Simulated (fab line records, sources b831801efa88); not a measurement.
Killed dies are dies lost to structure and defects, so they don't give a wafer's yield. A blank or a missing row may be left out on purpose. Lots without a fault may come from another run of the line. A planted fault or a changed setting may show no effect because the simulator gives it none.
fab line records | flow sky130
record lots=6 wafers=18 last_day=51
route steps=708 shown LDD_HVN@272 LDD_HVP@278 PAD_OPEN@708
lots that met no fault: from a run of the same line without faults
start_h: hours from the record's first day to the start of the lot's first wafer shown | wait_h: hours since the lot's step before | " the same as in the row above | L1.1+2: a row that stands for several wafers | - no value, or no start given | * or withheld: withheld | < > ~ a bound
route shown NAME@n: a module of which the file shows steps, and the number in the route of the first | usual: mean/standard deviation of fault-free wafers | same: alike in all rows | chamber/n: place in a boat | sites: the reading at each site | _std_site: their standard deviation | _edge_site: outer sites' mean less inner sites' | radius_mm: how far each site lies from the wafer's centre | mask NAME#n: copy n | behind: the tool/chamber that last shaped the wafer | hold: why the lot was held/for how many hours/how that ended | device: the transistor (n, p or np) that didn't switch | end of line: the same wafers' tests at the end of the route | a step without rows: its recipe alone | killed: dies lost to structure and defects at the first sort, not the wafer's yield | map: a wafer's dies, x killed, . not, _ none there
set.NAME: the setting as run; set.NAME@STEP: as run at that earlier step | model.NAME: the simulator's own value behind a step, which no gauge read
lots at some steps of the route; a table a step, a row a wafer
services: from which hour (start_h, from the record's first day; less than 0 if before it) a tool's chamber was out of use, for how many hours, and why
## steps
# step SKY_LDD_HVN_PEB_05
# recipe temp_c=withheld time_s=* resist=NOVOLAK
# step SKY_LDD_HVN_DEVELOP_06
# recipe resist=NOVOLAK developer=TMAH develop_time_s=60 dev_temp_c=23
# step SKY_LDD_HVN_OVL_MEAS_07
# usual LDD_HVN_OVL=-0.3/1.3
# columns lot.wafer tool chamber start_h wait_h LDD_HVN_OVL[nm]
L370.1 overlay-01 - 477.92 0.1 0.1
L370.3 " - " " -0.9
L370.6 " - " " -1.8
L374.2 overlay-02 - 516.67 0.1 -0.6
L374.3 " - " " -2.4
L374.5 " - " " -1.4
L381.4 overlay-01 - 578.07 0.1 -1.4
L381.5 " - " " -1.8
L381.6 " - " " -2.5
L385.1 overlay-01 - 609.25 0.1 1.6
L385.4 " - " " 1.0
L385.5 " - " " 1.7
L392.1 overlay-02 - 663.86 0.1 -1.0
L392.2 " - " " -0.6
L392.4 " - " " -0.4
L393.1 overlay-02 - 665.85 0.1 -0.7
L393.4 " - " " 0.6
L393.5 " - " " -1.1
# step SKY_LDD_HVN_IMPLANT_08
# recipe species=P energy_kev=60 dose_cm2=3e+13 tilt_deg=40
# step SKY_LDD_HVN_STRIP_09
# recipe chemistry=O2/N2 power_w=1400 pressure_mtorr=1500 platen_temp_c=withheld o2_flow_sccm=3000 n2_flow_sccm=300 overash_fraction=0.5
# usual drypump_motor_current_A=5.8/0.35 oes_product_au=0.409/0.0042 strip_time_to_endpoint_s=4.134/0.014
# columns lot.wafer tool chamber start_h wait_h drypump_motor_current_A oes_product_au rf_hours_counter_h strip_time_to_endpoint_s
L370.1 plasma_asher-02 1 478.10 0.1 6.1 0.411 67 4.153
L370.3 " 1 " " 6.1 0.402 - 4.125
L370.6 " 0 " " 5.6 0.407 - 4.108
L374.2 plasma_asher-02 0 516.85 0.1 5.7 0.406 71 4.118
L374.3 " 1 " " 6.1 0.409 - 4.124
L374.5 " 1 " " 6.1 0.410 - 4.106
L381.4 plasma_asher-02 1 578.27 0.1 6.1 0.413 - 4.146
L381.5 " 0 " " 5.6 0.410 - 4.129
L381.6 " 1 " " 6.1 0.410 - 4.124
L385.1 plasma_asher-01 0 609.44 0.1 5.2 0.410 19 4.117
L385.4 " 1 " " 5.8 0.406 - 4.141
L385.5 " 0 " " 5.2 0.408 - 4.135
L392.1 plasma_asher-04 1 664.05 0.1 6.2 0.412 95 4.152
L392.2 " 0 " " 5.6 0.413 95 4.145
L392.4 " 1 " " 6.2 0.411 - 4.135
L393.1 plasma_asher-02 0 666.04 0.1 5.7 0.416 87 4.142
L393.4 " 1 " " 6.1 0.415 - 4.161
L393.5 " 0 " " 5.6 0.414 - 4.158
# step SKY_LDD_HVN_TW_MEAS_10
# usual LDD_HVN_TW=1431/12
# columns lot.wafer tool chamber start_h wait_h LDD_HVN_TW
L370.1 film_metro-01 - 478.20 0.1 1414
L370.3 " - " " 1416
L370.6 " - " " 1411
L374.2 film_metro-01 - 516.96 0.1 1410
L374.3 " - " " 1411
L374.5 " - " " 1417
L381.4 film_metro-04 - 578.37 0.1 1445
L381.5 " - " " 1442
L381.6 " - " " 1444
L385.1 film_metro-04 - 609.54 0.1 1438
L385.4 " - " " 1446
L385.5 " - " " 1442
L392.1 film_metro-04 - 664.15 0.1 1438
L392.2 " - " " 1440
L392.4 " - " " 1442
L393.1 film_metro-04 - 666.14 0.1 1445
L393.4 " - " " 1439
L393.5 " - " " 1442
# step SKY_LDD_HVP_DEHYDRATE_00
# recipe temp_c=200 time_s=60
# step SKY_LDD_HVP_HMDS_01
# recipe prime_time_s=60 prime_temp_c=120
# step SKY_LDD_HVP_COAT_02
# recipe resist=NOVOLAK spin_rpm=3000 resist_thk_nm=300
# step SKY_LDD_HVP_SOFTBAKE_03
# recipe temp_c=90 time_s=60 resist=NOVOLAK
# step SKY_LDD_HVP_EXPOSE_04
# recipe mask_id=HVPTM na=0.6 source_shape=conventional sigma_outer=0.6 polarization=unpolarized target_cd_nm=700 dose_mj=86
# step SKY_LDD_HVP_PEB_05
# recipe temp_c=withheld time_s=* resist=NOVOLAK
# step SKY_LDD_HVP_DEVELOP_06
# recipe resist=NOVOLAK developer=TMAH develop_time_s=60 dev_temp_c=23
# usual chill_plate_temp_C=23.00/0.11 developer_temp_C=23.00/0.11
# columns lot.wafer tool chamber start_h wait_h chill_plate_temp_C developer_temp_C
L370.1 litho_track-02 0 508.92 0.1 22.96 22.87
L370.3 " 0 " " 23.06 22.81
L370.6 " 0 " " 23.11 23.03
L374.2 litho_track-04 0 548.12 0.1 22.85 22.86
L374.3 " 0 " " 22.94 22.97
L374.5 " 0 " " 22.98 22.94
L381.4 litho_track-02 0 608.39 0.1 22.83 23.99
L381.5 " 0 " " 22.84 24.00
L381.6 " 0 " " 22.95 23.88
L385.1 litho_track-02 0 639.52 0.1 23.32 23.86
L385.4 " 0 " " 23.16 23.99
L385.5 " 0 " " 23.25 23.82
L392.1 litho_track-01 0 692.05 0.1 22.97 22.96
L392.2 " 0 " " 22.97 23.07
L392.4 " 0 " " 23.01 23.04
L393.1 litho_track-04 0 694.70 0.1 22.88 23.02
L393.4 " 0 " " 22.95 22.83
L393.5 " 0 " " 23.00 22.94
# step SKY_LDD_HVP_OVL_MEAS_07
# usual LDD_HVP_OVL=0.0/1.4
# columns lot.wafer tool chamber start_h wait_h LDD_HVP_OVL[nm]
L370.1 overlay-02 - 509.07 0.1 -0.9
L370.3 " - " " 1.0
L370.6 " - " " 1.4
L374.2 overlay-02 - 548.26 0.1 -3.0
L374.3 " - " " -0.9
L374.5 " - " " -0.9
L381.4 overlay-02 - 608.48 0.1 0.6
L381.5 " - " " 0.9
L381.6 " - " " 2.8
L385.1 overlay-02 - 639.67 0.1 2.2
L385.4 " - " " -1.1
L385.5 " - " " -0.8
L392.1 overlay-02 - 692.20 0.1 -1.3
L392.2 " - " " -1.7
L392.4 " - " " -2.9
L393.1 overlay-02 - 694.85 0.1 2.0
L393.4 " - " " 1.0
L393.5 " - " " -0.5
# step SKY_PAD_OPEN_PROBE_99
# usual killed_at_M0_to_M3=43/7.3 killed_at_M4_up=3.4/2.1 killed_at_contacts=24/5.9 killed_at_front_end=14/4 killed_at_other=0.3/0.54 killed_dies=85/10 killed_open=46/7.7 killed_short=38/6
# same gross_dies=492 killed_at_back_side=0
# columns lot.wafer tool chamber start_h wait_h killed_at_M0_to_M3 killed_at_M4_up killed_at_contacts killed_at_front_end killed_at_other killed_dies killed_open killed_short
L370.1 prober-02 - 1100.16 0.1 39 4 26 14 0 83 38 45
L370.3 prober-02 - 1100.26 0.2 39 13 23 17 0 92 54 38
L370.6 prober-02 - 1100.41 0.2 38 2 24 18 0 82 47 35
L374.2 prober-02 - 1127.39 0.1 41 4 31 17 0 93 53 40
L374.3 prober-02 - 1127.44 0.2 39 2 20 9 0 70 38 32
L374.5 prober-02 - 1127.54 0.2 56 1 30 20 0 107 53 54
L381.4 prober-01 - 1164.27 0.2 44 1 25 9 1 80 37 42
L381.5 prober-01 - 1164.32 0.2 38 3 19 14 0 74 42 32
L381.6 prober-01 - 1164.37 0.2 32 5 18 15 0 70 33 37
L385.1 prober-01 - 1183.94 0.1 52 1 18 11 0 82 43 39
L385.4 prober-01 - 1184.09 0.2 61 2 20 8 0 91 56 35
L385.5 prober-01 - 1184.14 0.2 35 1 22 12 0 70 33 35
L392.1 prober-02 - 1213.63 0.1 42 5 16 14 1 78 41 37
L392.2 prober-02 - 1213.68 0.1 32 5 18 16 1 72 38 33
L392.4 prober-02 - 1213.78 0.2 55 1 18 21 0 95 46 49
L393.1 prober-02 - 1214.84 0.1 53 3 14 9 0 79 46 32
L393.4 prober-02 - 1214.99 0.2 42 5 16 17 0 80 38 41
L393.5 prober-02 - 1215.04 0.2 36 5 27 20 0 88 45 39
# killed by level:class
L370.1 CONTACT:geometric_particle:open=9 METAL2:geometric_particle:short=8 LI_CONTACT:geometric_particle:open=6 METAL3:geometric_particle:short=6 LOCAL_INTERCONNECT:geometric_particle:short=5 CONTACT:geometric_particle:short=5 VIA2:geometric_particle:open=5 VIA2:geometric_particle:short=4
L370.3 VIA1:geometric_particle:open=11 LI_CONTACT:geometric_particle:open=10 VIA2:geometric_particle:open=9 METAL4:geometric_particle:short=8 FIELD_ISO:geometric_particle:short=6 CONTACT:geometric_particle:short=6 CONTACT:geometric_particle:open=6 METAL1:geometric_particle:short=5
L370.6 LI_CONTACT:geometric_particle:open=11 CONTACT:geometric_particle:open=7 VIA1:geometric_particle:open=7 METAL2:geometric_particle:short=7 VIA2:geometric_particle:short=6 VIA3:geometric_particle:open=5 FIELD_ISO:geometric_particle:open=4 FIELD_ISO:geometric_particle:short=4
L374.2 CONTACT:geometric_particle:open=11 VIA1:geometric_particle:open=11 LI_CONTACT:geometric_particle:open=7 METAL1:geometric_particle:short=7 FIELD_ISO:geometric_particle:open=6 VIA2:geometric_particle:open=6 LOCAL_INTERCONNECT:geometric_particle:short=6 VIA1:geometric_particle:short=5
L374.3 CONTACT:geometric_particle:open=9 VIA1:geometric_particle:open=7 METAL2:geometric_particle:short=6 VIA2:geometric_particle:open=6 VIA1:geometric_particle:short=5 METAL3:geometric_particle:short=4 FIELD_ISO:geometric_particle:open=3 POLY_GATE:geometric_particle:open=3
L374.5 VIA1:geometric_particle:open=14 CONTACT:geometric_particle:open=11 VIA2:geometric_particle:open=8 POLY_GATE:geometric_particle:short=7 LI_CONTACT:geometric_particle:open=7 VIA1:geometric_particle:short=7 METAL2:geometric_particle:short=7 CONTACT:geometric_particle:short=6
L381.4 CONTACT:geometric_particle:open=7 LOCAL_INTERCONNECT:geometric_particle:short=7 VIA1:geometric_particle:short=7 VIA1:geometric_particle:open=7 VIA3:geometric_particle:open=6 METAL2:geometric_particle:short=5 VIA2:geometric_particle:open=5 LI_CONTACT:geometric_particle:open=4
L381.5 CONTACT:geometric_particle:open=10 VIA1:geometric_particle:open=8 VIA3:geometric_particle:open=6 FIELD_ISO:geometric_particle:short=5 VIA2:geometric_particle:open=5 VIA1:geometric_particle:short=4 VIA3:geometric_particle:short=4 LI_CONTACT:geometric_particle:open=3
L381.6 VIA1:geometric_particle:open=11 VIA1:geometric_particle:short=5 FIELD_ISO:geometric_particle:short=4 POLY_GATE:geometric_particle:short=4 LI_CONTACT:geometric_particle:open=4 LOCAL_INTERCONNECT:geometric_particle:short=4 CONTACT:geometric_particle:short=4 CONTACT:geometric_particle:open=4
L385.1 METAL1:geometric_particle:short=8 VIA2:geometric_particle:open=7 VIA3:geometric_particle:open=7 LI_CONTACT:geometric_particle:open=6 CONTACT:geometric_particle:open=6 VIA1:geometric_particle:open=6 VIA1:geometric_particle:short=5 METAL2:geometric_particle:short=5
L385.4 VIA1:geometric_particle:open=14 VIA2:geometric_particle:open=13 CONTACT:geometric_particle:open=8 VIA3:geometric_particle:open=6 LI_CONTACT:geometric_particle:open=5 VIA2:geometric_particle:short=5 METAL2:geometric_particle:short=5 CONTACT:geometric_particle:short=4
L385.5 CONTACT:geometric_particle:open=9 METAL1:geometric_particle:short=6 LI_CONTACT:geometric_particle:open=5 VIA1:geometric_particle:open=4 METAL2:geometric_particle:short=4 CONTACT:geometric_particle:short=4 VIA1:geometric_particle:short=4 VIA3:geometric_particle:open=4
L392.1 METAL2:geometric_particle:short=8 VIA3:geometric_particle:open=8 CONTACT:geometric_particle:open=7 POLY_GATE:geometric_particle:open=6 VIA1:geometric_particle:open=6 VIA1:geometric_particle:short=5 METAL1:geometric_particle:short=5 LOCAL_INTERCONNECT:geometric_particle:short=4
L392.2 VIA2:geometric_particle:open=7 FIELD_ISO:geometric_particle:open=6 METAL2:geometric_particle:short=6 LI_CONTACT:geometric_particle:open=5 VIA1:geometric_particle:open=5 VIA3:geometric_particle:open=5 POLY_GATE:geometric_particle:open=4 LI_CONTACT:geometric_particle:short=4
L392.4 VIA1:geometric_particle:open=9 METAL1:geometric_particle:short=8 FIELD_ISO:geometric_particle:short=8 VIA3:geometric_particle:open=8 METAL2:geometric_particle:short=7 VIA2:geometric_particle:open=7 CONTACT:geometric_particle:open=6 FIELD_ISO:geometric_particle:open=5
L393.1 VIA1:geometric_particle:open=14 VIA2:geometric_particle:open=9 VIA3:geometric_particle:open=7 METAL1:geometric_particle:short=6 VIA2:geometric_particle:short=5 LI_CONTACT:geometric_particle:open=3 CONTACT:geometric_particle:open=3 METAL1:geometric_particle:open=3
L393.4 VIA1:geometric_particle:open=9 VIA1:geometric_particle:short=7 VIA2:geometric_particle:open=6 METAL3:geometric_particle:short=5 LI_CONTACT:geometric_particle:open=5 CONTACT:geometric_particle:open=5 METAL1:geometric_particle:short=5 METAL2:geometric_particle:short=5
L393.5 LI_CONTACT:geometric_particle:open=8 CONTACT:geometric_particle:open=7 VIA2:geometric_particle:open=7 FIELD_ISO:geometric_particle:open=6 CONTACT:geometric_particle:short=6 VIA1:geometric_particle:open=6 LOCAL_INTERCONNECT:geometric_particle:short=5 METAL2:geometric_particle:short=5
## services
# columns tool chamber start_h hours kind
plasma_asher-01 - 460.18 0.7 repair
plasma_asher-04 - 598.32 3.7 repair
## key
first_sign step=SKY_LDD_HVP_DEVELOP_06 reading=developer_temp_C direction=up sigmas=8.5 usual=* struck=*
effect none on later readings
met_at SKY_LDD_HVP_DEVELOP_06
struck_wafers L381.4,L381.5,L381.6,L385.1,L385.4,L385.5
tester_left_out L381,L385
onset_between 508.92 608.39
fault kind=process_parameter_drift tool=litho_track-02 chamber=- onset_h=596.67 steps=SKY_LDD_HVP_DEVELOP_06 channel=dev_temp_c offset=* shape=step end_h=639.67 acts_in=* stated=*
# tester_left_out: of these lots the tester's yield and bins aren't shown, on N5 and GAA mostly nor the transistor test; their killed dies are dies lost to structure and defects alone, not to doping, threshold or leakage, so they don't give the yield
